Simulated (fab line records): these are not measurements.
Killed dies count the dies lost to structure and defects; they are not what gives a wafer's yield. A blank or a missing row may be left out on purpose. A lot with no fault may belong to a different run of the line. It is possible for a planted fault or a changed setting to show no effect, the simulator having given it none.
Problem report, 8D (eight disciplines) form, completed by code / flow sfqLine / the parts of the form that need people (team, actions taken, sign-off) are left out

== 1. WHAT IS WRONG ==
Mean of rfFwdPowerW at SFQ_TRILAYER_I2_VIA_ETCH_VIA_ETCH_070: 578.3 W across 6 wafers in 2 lots; on wafers with no fault it is 498.1 W (standard deviation 1.6). Measured from the usual mean, that is +50 standard deviations.
The step: etches SiO2 in CHF3, stops on Nb, target depth 260 nm.
The first sign was on wafer L490.3 at day 26 19:02, on rieDiel-04. The record has a number at this step for 42 wafers belonging to 14 lots. The rule behind "out" and "out of limits": a value lying over 4 standard deviations away from the usual mean. Any other wafer with a number is counted as sound.

== 2. WHAT IT IS, WHAT IT ISN'T ==
question=which readings at this step | is=rfFwdPowerW | is not=drypumpMotorCurrentA, oesProductAu
question=which lots | is=L490, L491 | is not=L480, L482, L483, L485, L486, L492, L494, L497, L498, L499, L501, L503
question=which wafers of those lots | is=all that have a number | is not=-
question=read on which tools | is=rieDiel-04 | is not=rieDiel-01, rieDiel-02
question=when | is=from day 26 19:02 | is not=up to then (15 sound wafers); but 21 sound wafers of L492, L494, L497, L498, L499, L501, L503 came after

== 3. SUSPECTS, AND WHAT RULES EACH OUT ==
Counting: a tool at any process step up to the reading remains a suspect when it ran all the lots that are out and ran no sound lot after the first of those.
- rieDiel-04 at SFQ_TRILAYER_I2_VIA_ETCH_VIA_ETCH_070 (etches SiO2 in CHF3, stops on Nb, target depth 260 nm): ruled out as a lasting fault. After its first lot that is out, L490 (day 26 19:02), sound lots L503 ran on it.
Left after counting: nothing in the record.

== 4. THE CAUSE (what the simulator had put in) ==
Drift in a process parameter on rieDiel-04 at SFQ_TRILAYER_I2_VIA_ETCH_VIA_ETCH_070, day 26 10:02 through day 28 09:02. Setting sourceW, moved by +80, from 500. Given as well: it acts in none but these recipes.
Counting ruled it out, wrongly.

== 5. THE EFFECT CHAIN, in route order ==
Each row: a reading whose mean over the struck wafers that have a number lies more than 3 standard deviations from the usual. Readings are gone through only where the record gives a usual standard deviation; hours: the median, over the lots, of the time from a lot's start at the first step in this table giving one to that lot's start at this step; sigmas: the change measured in usual standard deviations.
hours=0; step=SFQ_TRILAYER_I2_VIA_ETCH_VIA_ETCH_070; reading=rfFwdPowerW; usual=498.1 W; on struck wafers=578.3; change=+80.2; sigmas=+50
Here are the process steps it includes:
- SFQ_TRILAYER_I2_VIA_ETCH_VIA_ETCH_070: etches SiO2 in CHF3, stops on Nb, target depth 260 nm.

== 6. HOW IT WOULD HAVE BEEN CAUGHT EARLIER ==
In this record the first reading out of limits was taken at day 26 19:02, 9 hours after the fault began at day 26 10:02.
